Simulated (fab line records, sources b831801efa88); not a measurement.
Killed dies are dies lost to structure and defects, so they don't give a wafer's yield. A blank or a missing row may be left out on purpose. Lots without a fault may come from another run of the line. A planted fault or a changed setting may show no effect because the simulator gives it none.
Split-lot experiment | flow gf180mcu | 5 lots, 27 wafers read, on a route of 602 steps

THE SPLIT
At GF_TOP_METAL_SPUTTER_01 (material TiN, target thk 30 nm, time 25 s), the setting time_s was moved away from the recipe's 25 s on 9 of the 27 wafers read, by -49.9% to +21.4%. The other wafers ran this setting at the recipe's value.

The reading is taken at the split's own step.

THE READING
TiN_of_TOP_METAL_SPUTTER_01.thk_nm (the simulator's own value, which no gauge read), in nm, at GF_TOP_METAL_SPUTTER_01 (material TiN, target thk 30 nm, time 25 s). The file gives no usual value for it. The 18 wafers here that ran the recipe average 29.69 nm, standard deviation 0.43 nm.

wafer  | tool, chamber at the split | time_s as run, s | against the recipe | TiN_of_TOP_METAL_SPUTTER_01.thk_nm, nm | against lot-mates on the recipe
L074.1 | pvd_sputter-01, -          | 18.39            | -26.4%             | 22.25                                  | -8.01
L074.2 | pvd_sputter-01, -          | 25               | recipe             | 30.31                                  | -
L074.3 | pvd_sputter-01, -          | 18.39            | -26.4%             | 22.49                                  | -7.77
L074.4 | pvd_sputter-01, -          | 25               | recipe             | 30.22                                  | -
L074.5 | pvd_sputter-01, -          | 25               | recipe             | 30.26                                  | -
L074.6 | pvd_sputter-01, -          | 18.39            | -26.4%             | 22.2                                   | -8.06
L077.1 | pvd_sputter-04, -          | 25               | recipe             | 29.78                                  | -
L077.2 | pvd_sputter-04, -          | 12.53            | -49.9%             | 14.61                                  | -14.83
L077.3 | pvd_sputter-04, -          | 25               | recipe             | 29.3                                   | -
L077.4 | pvd_sputter-04, -          | 25               | recipe             | 29.25                                  | -
L077.5 | pvd_sputter-04, -          | 12.53            | -49.9%             | 14.2                                   | -15.24
L077.6 | pvd_sputter-04, -          | 12.53            | -49.9%             | 14.26                                  | -15.18
L080.1 | pvd_sputter-03, -          | 25               | recipe             | 29.48                                  | -
L080.2 | pvd_sputter-03, -          | 25               | recipe             | 29.53                                  | -
L080.3 | pvd_sputter-03, -          | 25               | recipe             | 29.04                                  | -
L080.4 | pvd_sputter-03, -          | 25               | recipe             | 29.68                                  | -
L080.5 | pvd_sputter-03, -          | 25               | recipe             | 29.05                                  | -
L080.6 | pvd_sputter-03, -          | 25               | recipe             | 29.4                                   | -
L082.1 | pvd_sputter-03, -          | 30.36            | +21.4%             | 36.35                                  | +6.80
L082.2 | pvd_sputter-03, -          | 30.36            | +21.4%             | 36                                     | +6.45
L082.3 | pvd_sputter-03, -          | 25               | recipe             | 29.21                                  | -
L082.4 | pvd_sputter-03, -          | 25               | recipe             | 29.87                                  | -
L082.5 | pvd_sputter-03, -          | 25               | recipe             | 29.57                                  | -
L082.6 | pvd_sputter-03, -          | 30.36            | +21.4%             | 36.41                                  | +6.86
L083.2 | pvd_sputter-01, -          | 25               | recipe             | 30.04                                  | -
L083.3 | pvd_sputter-01, -          | 25               | recipe             | 30.06                                  | -
L083.4 | pvd_sputter-01, -          | 25               | recipe             | 30.34                                  | -

THE FIT
A straight line over all 27 wafers: TiN_of_TOP_METAL_SPUTTER_01.thk_nm changes by +0.303 nm for each +1% of time_s; r = +1.00; the points scatter about the line by 0.44 nm.
The same after taking each lot's own level away (the mean of its wafers on the recipe; 27 wafers): +0.304 nm for each +1%; r = +1.00; scatter 0.21 nm.
On that fit, the largest move of time_s shifts the reading by 15 nm.
The lots' own levels span 29.363 to 30.263 nm, that is 2.1 times the standard deviation above.
So the lot-to-lot level changes the slope little: the two slopes agree.
Check: with one of the wafers moved furthest among these (-49.9%) left out of the fit, the line predicts -15.2 nm for it against its lot-mates. It came out at -14.8 nm against them.

OTHER SPLITS ON THESE WAFERS
These wafers also went through other splits before the reading. Each is held against what the fit with the lots' levels taken away leaves over:
other split on the same wafers   | wafers away from the commonest value | r with TiN_of_TOP_METAL_SPUTTER_01.thk_nm (lot level and that fit taken away)
GF_STI_OXIDATION_01 ox_time_s    | 18                                   | +0.08
GF_SAB_DEVELOP_08 develop_time_s | 9                                    | +0.16
GF_M3_SPUTTER_04 time_s          | 9                                    | +0.01
GF_M4_SPUTTER_03 time_s          | 9                                    | +0.03
GF_MIM_SPUTTER_08 time_s         | 12                                   | -0.08
GF_MIM_SPUTTER_09 time_s         | 9                                    | +0.03

THE FILE'S OWN FIT
TiN_of_TOP_METAL_SPUTTER_01.thk_nm changes by +0.303 nm for each +1% of time_s, r = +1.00.
